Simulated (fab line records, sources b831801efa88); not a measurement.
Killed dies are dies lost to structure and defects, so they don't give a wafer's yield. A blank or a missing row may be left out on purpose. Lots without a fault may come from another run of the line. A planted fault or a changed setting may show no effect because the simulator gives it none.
Problem report in the 8D (eight disciplines) form, filled by code | flow sky130 | the parts of the form that need people (team, actions taken, sign-off) are left out

1. THE PROBLEM
beam_energy_keV at SKY_VT_ADJUST_NCORE_IMPLANT_09 reads a mean of 9.743 on 6 wafers of 2 lots; wafers without a fault read 10.000 with a standard deviation of 0.0032. That is -80 standard deviations from the usual mean.
First seen on wafer L338.2, day 9 03:36, on implanter-04. The record holds 18 wafers of 6 lots with a number at this step. Rule for "out", or "out of limits": more than 4 standard deviations from the usual mean. The other wafers with a number count as sound.

2. WHAT IT IS AND WHAT IT IS NOT
question                    | is                     | is not
which readings at this step | beam_energy_keV        | -
which lots                  | L338, L339             | L336, L347, L349, L356
which wafers of those lots  | all that have a number | -
read on which tools         | implanter-04           | implanter-02, implanter-03
when                        | from day 9 03:36       | up to then (3 sound wafers); but 9 sound wafers of L347, L349, L356 came after

3. SUSPECTS, AND WHAT RULES EACH OUT
Counting: a tool at a process step up to the reading stays a suspect if it ran every lot that is out and no sound lot after the first of them.
- implanter-04 at SKY_VT_ADJUST_NCORE_IMPLANT_09: kept. It ran every lot that is out, first L338 (day 9 03:36), and no sound lot after that; its last sound lot up to then is L336 (day 8 13:52). Its own readings are out on those wafers: beam_energy_keV.
Left after counting: implanter-04 at SKY_VT_ADJUST_NCORE_IMPLANT_09.

4. THE CAUSE (what the simulator had put in)
Process parameter drift: implanter-04, from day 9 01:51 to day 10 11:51, at SKY_VT_ADJUST_NCORE_IMPLANT_09. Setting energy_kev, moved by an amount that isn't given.
Counting left only this tool.

5. THE CHAIN OF EFFECTS, in route order
Each row: a reading whose mean over the struck wafers that have a number lies more than 3 standard deviations from the usual. Only readings for which the record gives a usual standard deviation are gone through. hours: the time from each lot's start at the first step in this table that gives one to its start at this step, as a median over the lots. sigmas: the change in usual standard deviations.
hours | step                           | reading         | usual  | on struck wafers | change | sigmas
0     | SKY_VT_ADJUST_NCORE_IMPLANT_09 | beam_energy_keV | 10.000 | 9.743            | -0.257 | -80
The process steps in it:
- SKY_VT_ADJUST_NCORE_IMPLANT_09

6. WHAT WOULD HAVE CAUGHT IT SOONER
In this record the first reading out of limits was taken at day 9 03:36, 2 hours after the fault began at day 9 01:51.
